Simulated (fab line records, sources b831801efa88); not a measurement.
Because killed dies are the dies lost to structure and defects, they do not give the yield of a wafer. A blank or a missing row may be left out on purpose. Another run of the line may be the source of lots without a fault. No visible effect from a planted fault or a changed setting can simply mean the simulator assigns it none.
The tool behind it: which one? -- flow sky130 -- 6 lots with 18 wafers sampled at 3 steps, on a route of 708 steps

WHAT THE GAUGES SHOWED, per wafer
SKY_VT_ADJUST_HVTR_TW_MEAS_11.
lot,measured,on,VT_ADJUST_HVTR_TW
L794,day 11 00:08,film_metro-01,211.1 212.5 211.4
L797,day 12 05:39,film_metro-04,211.4 210.9 211.5
L799,day 12 18:50,film_metro-02,208.6 208.8 208.2
L806,day 15 10:42,film_metro-02,223.8 224.0 223.7
L808,day 15 22:08,film_metro-04,225.3 225.0 224.8
L811,day 16 13:42,film_metro-01,209.2 209.9 209.7

WHICH TOOL RAN EACH LOT (tool, then ch and the chambers of the sampled wafers, then the start)
lot,SKY_VT_ADJUST_NCORE_STRIP_10,SKY_VT_ADJUST_HVTR_IMPLANT_09
L794,"plasma_asher-04 ch 0,1, day 10 01:59","implanter-04 ch 0, day 10 23:53"
L797,"plasma_asher-03 ch 0,1, day 11 04:37","implanter-03 ch 0, day 12 05:25"
L799,"plasma_asher-04 ch 0,1, day 11 17:38","implanter-01 ch 0, day 12 18:35"
L806,"plasma_asher-04 ch 0,1, day 14 07:43","implanter-01 ch 0, day 15 10:28"
L808,"plasma_asher-02 ch 0,1, day 14 18:46","implanter-01 ch 0, day 15 21:53"
L811,"plasma_asher-02 ch 0,1, day 15 09:40","implanter-03 ch 0, day 16 13:28"
- SKY_VT_ADJUST_NCORE_STRIP_10: strips in O2/N2.
- SKY_VT_ADJUST_HVTR_IMPLANT_09

THE ANSWER, worked out from the rows above alone
Rule: what is usual is taken from the lots themselves. Put in order of their means at a reading, lots are off if they are a third of the lots or fewer, leave a main group of 4 or more, and stand apart from it by a gap of 3 or more times the standard deviation of the main group's means; of several such gaps the widest counts. The tables above print the reading to a certain number of digits; a main group whose means all agree to those digits is not used. A lot without any number at a reading at which 4 lots or more have one is off too. All remaining lots with rows at the step are treated as sound.
Off: at SKY_VT_ADJUST_HVTR_TW_MEAS_11 (VT_ADJUST_HVTR_TW), L806, L808. Mean 210.3 and standard deviation 1.3 in the main group.
If a tool, at a process step before that reading, ran all the lots that are off and no sound lot after the first of them, it fits. Gauges at SKY_VT_ADJUST_HVTR_TW_MEAS_11: tried the same way as those tools. One candidate fits, namely implanter-01 at SKY_VT_ADJUST_HVTR_IMPLANT_09. A fault onset in the window from L799 (day 12 18:35, its last sound lot) to L806 (day 15 10:28, its first lot off) fits.

WHAT WAS PUT IN BY THE SIMULATOR
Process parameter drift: implanter-01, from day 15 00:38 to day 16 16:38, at SKY_VT_ADJUST_HVTR_IMPLANT_09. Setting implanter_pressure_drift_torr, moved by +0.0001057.
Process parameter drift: implanter-01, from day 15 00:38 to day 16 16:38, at SKY_VT_ADJUST_HVTR_IMPLANT_09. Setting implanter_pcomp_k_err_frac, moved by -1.
Struck lots among those shown: L806, L808. Same finding as the rule above.
